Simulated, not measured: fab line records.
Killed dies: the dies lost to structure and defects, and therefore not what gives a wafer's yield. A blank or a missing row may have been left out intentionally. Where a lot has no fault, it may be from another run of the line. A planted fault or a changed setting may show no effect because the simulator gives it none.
A struck lot beside a sound one | flow sky130 | 37 steps out of a route of 708
Sound: the wafers L153.2, L153.4, L153.5. Wafers struck: L148.1, L148.2, L148.3. The cause comes at the end.
For every step that has rows: the tool of each side, followed by ch and its chambers, followed by its first start. Under that, the readings that differ: sound wafers | struck wafers | difference of the means | sigmas: that difference in standard deviations of wafers without a fault.
alike: readings whose means differ by less than 2 such deviations, and words and numbers that are the same on both sides. not compared: withheld readings, readings that some wafer has no value for, bounds like >300 that may hide the same value, and numbers for which the record gives no deviation and whose values overlap.
The two part at a step that has a row with sigmas, a row that says differs or no value, or rows on one side only. When numbers do not overlap yet have no deviation, they are printed without sigmas and do not part them. A reading missing from all wafers of one side parts the sides only when that side holds two or more wafers.

first, 10 steps without rows for these wafers: SKY_DNWELL_DEVELOP_06 (develop time 60 s); SKY_DNWELL_IMPLANT_07; SKY_DNWELL_STRIP_08 (strips in O2/N2); SKY_PWDE_DEHYDRATE_00 (time 60 s); SKY_PWDE_HMDS_01 (prime time 60 s); SKY_PWDE_COAT_02 (resist thk 3000 nm); SKY_PWDE_SOFTBAKE_03; SKY_PWDE_EXPOSE_04 (exposes mask PWDEM, target cd 840 nm); SKY_PWDE_PEB_05; SKY_PWDE_DEVELOP_06 (develop time 60 s).
SKY_PWDE_IMPLANT_08:
  sound on implanter-04 ch 0, day 8 02:00; struck on implanter-01 ch 0, day 6 23:10
reading          | sound           | struck            | difference | sigmas
beamOnS (s)      | 9.99 9.92 10.25 | 11.94 12.27 11.97 | +2.01      | +11
faradayCurrentUA | 20.2 20.5 19.8  | 17.0 16.6 17.0    | -3.3       | -9
then, 1 step without rows for these wafers: SKY_PWDE_STRIP_09 (strips in O2/N2).
SKY_PWDE_TW_MEAS_10:
  sound on filmMetro-04, day 8 02:14; struck on filmMetro-01, day 6 23:25
reading | sound             | struck            | difference | sigmas
PWDE_TW | 367.7 367.9 370.3 | 391.5 388.0 389.7 | +21.1      | +7
then, 22 steps without rows for these wafers: SKY_NWELL_DEHYDRATE_03 (time 60 s); SKY_NWELL_HMDS_04 (prime time 60 s); SKY_NWELL_COAT_05 (resist thk 3000 nm); SKY_NWELL_SOFTBAKE_06; SKY_NWELL_EXPOSE_07 (exposes mask NWM, target cd 840 nm); SKY_NWELL_PEB_08; SKY_NWELL_DEVELOP_09 (develop time 60 s); SKY_NWELL_IMPLANT_11; SKY_NWELL_IMPLANT_12; SKY_NWELL_IMPLANT_13; SKY_NWELL_STRIP_14 (strips in O2/N2); SKY_NWELL_DEHYDRATE_16 (time 60 s); SKY_NWELL_HMDS_17 (prime time 60 s); SKY_NWELL_COAT_18 (resist thk 3000 nm); SKY_NWELL_SOFTBAKE_19; SKY_NWELL_EXPOSE_20 (exposes mask NWM COMPLEMENT, target cd 840 nm); SKY_NWELL_PEB_21; SKY_NWELL_DEVELOP_22 (develop time 60 s); SKY_NWELL_IMPLANT_24; SKY_NWELL_STRIP_25 (strips in O2/N2); SKY_NWELL_CLEAN_27 (cleans in SC1/SC2, time 150 s); SKY_NWELL_RTA_28 (time 30 s).
SKY_NWELL_RS_MEAS_31: measures by four-point-probe.
  sound on filmMetro-01, day 9 23:32; struck on filmMetro-04, day 8 16:25
reading          | sound          | struck         | difference | sigmas
PWDE_RS (ohm/sq) | 5237 5240 5230 | 4504 4494 4506 | -734       | -37
-- the record jumps here: 40 days lie between the struck wafers' starts before and after (it left off in module NWELL and takes up again in module PAD_OPEN, whose first step shown is number 708 of the route) --
SKY_PAD_OPEN_PROBE_99:
  sound on prober-01, day 50 02:20; struck on prober-01, day 49 01:15
reading                              | sound          | struck         | difference | sigmas
model.etest.resPwdeUnderGate.rsOhmSq | 6117 6160 6162 | 5067 5143 5142 | -1029      | 
  alike: killed_at_M0_to_M3, killed_at_M4_up, killedAtContacts, killedAtFrontEnd, killedAtOther, killedDies, killedOpen, killedShort
  not compared: model.etest.res_p_drift_20v.lineOhmUm, model.etest.res_p_drift_20v.rsOhmSq

WHERE THEY PART
Earliest at SKY_PWDE_IMPLANT_08; latest, in this record, at SKY_NWELL_RS_MEAS_31. Later steps at which nothing parts them and some readings are alike: SKY_PAD_OPEN_PROBE_99.

WHY: what had been put in by the simulator
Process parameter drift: implanter-01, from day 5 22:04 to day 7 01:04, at SKY_PWDE_IMPLANT_08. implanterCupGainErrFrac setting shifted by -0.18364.
